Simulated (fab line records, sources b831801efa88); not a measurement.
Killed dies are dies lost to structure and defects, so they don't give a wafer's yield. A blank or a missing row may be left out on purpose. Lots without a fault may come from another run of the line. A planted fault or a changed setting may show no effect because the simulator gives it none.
A struck lot beside a sound one | flow sky130 | 15 steps out of a route of 708
Sound: wafers L858.3, L858.5, L858.6. Struck: wafers L866.2, L866.3, L866.5. The cause comes at the end.
At each step with rows: each side's tool, then ch and its chambers, then its first start. Under that, the readings that differ: sound wafers | struck wafers | difference of the means | sigmas: that difference in standard deviations of wafers without a fault.
alike: readings whose means differ by less than 2 such deviations, and words and numbers that are the same on both sides. not compared: withheld readings, readings that some wafer has no value for, bounds like >300 that may hide the same value, and numbers for which the record gives no deviation and whose values overlap.
The two part at a step that has a row with sigmas, a row that says differs or no value, or rows on one side only. Numbers that don't overlap but have no deviation are shown without sigmas and don't part them. A reading that every wafer of one side lacks parts them only if that side has two wafers or more.

first, 1 step without rows for these wafers: SKY_VIA4_DEVELOP_10 (develop time 60 s).
SKY_VIA4_OVL_MEAS_11:
  sound on overlay-02, day 43 19:29; struck on overlay-02, day 45 21:58
  alike: VIA4_OVL
SKY_VIA4_ETCH_12: etches SiO2 in C4F8/O2/Ar, stops on TiN, target depth 580 nm.
  sound on rie_diel-04 ch 1,3, day 43 19:31; struck on rie_diel-04 ch 1,2,3, day 45 22:00
  alike: oes_product_au
SKY_VIA4_STRIP_13: strips in O2/N2.
  sound on plasma_asher-02 ch 0,1, day 43 19:37; struck on plasma_asher-04 ch 0,1, day 45 22:04
  alike: drypump_motor_current_A, oes_product_au, strip_time_to_endpoint_s
  not compared: rf_hours_counter_h
then, 3 steps without rows for these wafers: SKY_VIA4_STRIP_14 (strips in post etch residue remover, time 1200 s); SKY_VIA4_CLEAN_15 (cleans in IPA, time 180 s); SKY_VIA4_CLEAN_16 (cleans in O3/DIW).
SKY_VIA4_SPUTTER_17: material TiN, target thk 20 nm, time 80 s.
  sound on pvd_sputter-04, day 43 20:10; struck on pvd_sputter-03, day 45 22:41
  alike: cathode_dc_power_W, chamber_pressure_pa, throttle_valve_pct
then, 1 step without rows for these wafers: SKY_VIA4_CVD_18 (deposits W, target thk 505 nm, time 152.14 s).
SKY_VIA4_RS_MEAS_19: measures by four-point-probe.
  sound on film_metro-04, day 43 20:25; struck on film_metro-01, day 45 22:55
  reading            | sound                | struck               | difference | sigmas
  VIA4_W_RS (ohm/sq) | 0.2368 0.2354 0.2327 | 0.2280 0.2300 0.2262 | -0.0069    | -3
SKY_VIA4_THK_MEAS_20: measures by xrf.
  sound on film_metro-04, day 43 20:31; struck on film_metro-01, day 45 23:01
  reading         | sound       | struck      | difference | sigmas
  VIA4_W_THK (nm) | 501 498 510 | 520 513 522 | +15        | +2
SKY_VIA4_CMP_21: polishes, stops on SiO2, t overpolish 25 s, target thk 0 nm.
  sound on cmp-02 ch 1,2, day 43 20:37; struck on cmp-02 ch 1,2,3, day 45 23:04
  reading                      | sound             | struck            | difference | sigmas
  retaining_ring_pressure_frac | 0.992 0.994 0.996 | 1.007 1.004 1.009 | +0.013     | +2
  alike: motor_current_A, overpolish_run_s, time_to_endpoint_s
SKY_METAL5_SPUTTER_00: material Ti, target thk 15 nm, time 10 s.
  sound on pvd_sputter-01, day 43 20:52; struck on pvd_sputter-01, day 45 23:22
  no value came back on the struck wafers for cathode_dc_power_W (W), chamber_pressure_pa (Pa), throttle_valve_pct (%); on the sound wafers cathode_dc_power_W (W) reads 2999.3 3000.0 2999.7
SKY_METAL5_SPUTTER_01: material TiN, target thk 20 nm, time 16.7 s.
  sound on pvd_sputter-01, day 43 20:53; struck on pvd_sputter-01, day 45 23:23
  alike: cathode_dc_power_W, chamber_pressure_pa, throttle_valve_pct
-- the record jumps here: 3 days lie between the struck wafers' starts before and after (it left off in module METAL5 and takes up again in module PAD_OPEN, whose first step shown is number 708 of the route) --
SKY_PAD_OPEN_PROBE_99:
  sound on prober-02, day 46 17:25; struck on prober-01, day 48 15:55
  reading                       | sound               | struck               | difference | sigmas
  model.etest.via4_chain.rc_ohm | 0.8033 0.8226 0.794 | 0.8476 0.8697 0.8545 | +0.0506    |
  alike: defect_limited_yield, killed_at_M0_to_M3, killed_at_M4_up, killed_at_contacts, killed_at_front_end, killed_at_other, killed_dies, killed_open, killed_short, sort_bin_3_pad_short, sort_bin_5_function, sort_bin_6_memory, sort_n_pass, sort_yield_pct

WHERE THEY PART
First at SKY_VIA4_RS_MEAS_19; last, within this record, at SKY_METAL5_SPUTTER_00. Later steps at which nothing parts them and some readings are alike: SKY_METAL5_SPUTTER_01, SKY_PAD_OPEN_PROBE_99.

WHY: what the simulator had put in
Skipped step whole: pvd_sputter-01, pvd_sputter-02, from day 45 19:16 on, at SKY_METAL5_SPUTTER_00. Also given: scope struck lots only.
